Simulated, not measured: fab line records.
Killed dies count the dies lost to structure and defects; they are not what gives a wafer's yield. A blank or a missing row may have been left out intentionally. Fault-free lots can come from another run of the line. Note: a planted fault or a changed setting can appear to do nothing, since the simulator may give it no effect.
2 desks, one fault    flow gf180mcu    each desk has only its own numbers; what lay behind them comes last

FROM THE METROLOGY DESK
What the gauges read, lot by lot, whatever tool the lot ran on: means of the sampled wafers that have a number. A lot is out of limits, marked OUT, if its mean lies more than 4 standard deviations from the usual mean; the brackets give that distance.
Columns: A = V1_CVD_00_THK at GF_V1_THK_MEAS_01, usual 605 nm
lot   first seen here  A
L890  day 16 23:30     604
L894  day 18 14:07     605
L895  day 18 21:13     605
L896  day 19 08:34     602
L898  day 20 06:13     598
L904  day 22 12:11     723 (+21) OUT
L905  day 22 14:55     733 (+23) OUT
L907  day 23 10:25     608
L910  day 24 05:45     609
L912  day 24 22:12     611
L913  day 25 06:02     603
This desk finds L904, L905 out of limits, with the earliest case on L904 at day 22 12:11 (V1_CVD_00_THK at GF_V1_THK_MEAS_01). L890, L894, L895, L896, L898, L907, L910, L912, L913: within limits.

FOR THE TOOL OWNER'S DESK: hdpcvd-02
The tool's own readings at GF_V1_CVD_00 (deposits SiO2, target thk 600 nm, time 100 s): means of the sampled wafers that have a number, for each lot that ran on this tool. A lot is out of limits, marked OUT, if its mean lies more than 4 standard deviations from the usual mean; the brackets give that distance.
Columns: A = sih4 flow sccm at GF_V1_CVD_00, usual 59.99 sccm; B = susceptor temp C at GF_V1_CVD_00, usual 400.00 C
lot   first seen here  A                B
L890  day 16 23:26     59.98            400.23
L894  day 18 14:01     60.02            400.09
L896  day 19 08:29     60.08            399.91
L898  day 20 06:09     59.87            400.22
L904  day 22 12:06     71.93 (+66) OUT  399.70
L905  day 22 14:51     72.15 (+68) OUT  400.03
Finding of this desk: L904, L905 out of limits; the first was L904 at day 22 12:06, on sih4 flow sccm at GF_V1_CVD_00. L890, L894, L896, L898: within limits.

ALL TOGETHER
On L904, L905, at day 22 12:06, an alarm was possible from the tool owner's desk.
L904, L905 would have let the metrology desk raise an alarm at day 22 12:11.
Every lot named ran GF_V1_CVD_00 on hdpcvd-02.

WHAT HAD BEEN PUT IN BY THE SIMULATOR
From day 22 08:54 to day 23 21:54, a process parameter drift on hdpcvd-02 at GF_V1_CVD_00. The setting sih4 flow sccm was moved by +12, starting from 60. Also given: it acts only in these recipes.
Struck lots among those shown: L904, L905.
Counting hours from when the fault started, the first reading out of limits came at 3 for the tool owner's desk and at 3 for the metrology desk.
